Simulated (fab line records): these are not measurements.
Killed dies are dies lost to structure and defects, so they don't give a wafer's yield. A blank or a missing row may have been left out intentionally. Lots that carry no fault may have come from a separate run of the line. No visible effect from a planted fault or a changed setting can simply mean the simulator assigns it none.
One fault seen from 2 desks	flow sfq-line	numbers are kept per desk, each desk with only its own; the story behind them comes last

== FOR THE TOOL OWNER'S DESK: pvd-sputter-06 ==
The tool's own readings at SFQ_TRILAYER_M0_DEP_SPUTTER_019 (material Nb, target thk 200 nm, time 133.3 s): means of the sampled wafers that have a number, for each lot that ran on this tool. A lot is out of limits, marked OUT, if its mean lies more than 4 standard deviations from the usual mean; the brackets give that distance.
Columns: A = resputter-cathode-voltage-v at SFQ_TRILAYER_M0_DEP_SPUTTER_019, usual 400 V; B = throttle-valve-pct at SFQ_TRILAYER_M0_DEP_SPUTTER_019, usual 29.4 %
lot	first seen here	A	B
L693	day 5 14:40	404	29.0
L694	day 5 18:14	402	29.6
L701	day 7 17:08	400	29.4
L703	day 8 03:56	404	29.1
L711	day 10 22:13	398	29.3
L712	day 11 02:50	397	29.2
Finding of this desk: none of the 6 lots has anything out of limits.

== FROM THE METROLOGY DESK ==
Means of the sampled wafers that have a number, per lot and without regard to the tool the lot ran on: this is what the gauges read. A lot is out of limits, marked OUT, if its mean lies more than 4 standard deviations from the usual mean; the brackets give that distance.
Columns: A = M0_NB_RS at SFQ_M0_RS_MEAS_904, usual 0.891 ohm/sq; B = M0_OVL at SFQ_M0_OVL_MEAS_906, usual -3 nm; C = M3_NB_RS at SFQ_M3_RS_MEAS_919, usual 0.889 ohm/sq
lot	first seen here	A	B	C
L691	day 5 03:57	0.884	-1	0.882
L692	day 5 11:11	0.907	3	0.892
L693	day 5 14:46	0.902	-3	0.907
L694	day 5 18:21	0.913	-1	0.899
L695	day 6 01:34	0.881	0	0.883
L696	day 6 06:27	0.885	-5	0.884
L697	day 6 13:38	0.871	-5	0.884
L698	day 6 18:30	0.888	-6	0.884
L701	day 7 17:16	0.798 (-8.5) OUT	-5	0.882
L703	day 8 04:02	0.793 (-8.9) OUT	1	0.890
L711	day 10 22:19	0.887	-6	0.885
L712	day 11 02:56	0.888	-7	0.911
L713	day 11 06:43	0.890	-8	0.891
L714	day 11 12:32	0.901	-9	0.889
This desk finds L701, L703 out of limits, with the earliest case on L701 at day 7 17:16 (M0_NB_RS at SFQ_M0_RS_MEAS_904). In limits: L691, L692, L693, L694, L695, L696, L697, L698, L711, L712, L713, L714.

== PUT TOGETHER ==
The metrology desk could have raised an alarm at day 7 17:16, on L701, L703.
The tool owner's desk saw nothing out of limits.
The tool owner's desk has L701, L703 on record, within its limits.
Every lot named ran SFQ_TRILAYER_M0_DEP_SPUTTER_019 on pvd-sputter-06.

== WHAT THE SIMULATOR HAD INSERTED ==
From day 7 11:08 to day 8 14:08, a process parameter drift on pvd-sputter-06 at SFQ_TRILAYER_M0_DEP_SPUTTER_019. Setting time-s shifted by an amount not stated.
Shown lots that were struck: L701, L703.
Per desk, hours elapsed from the start of the fault to the first reading out of limits: for the metrology desk, 6.
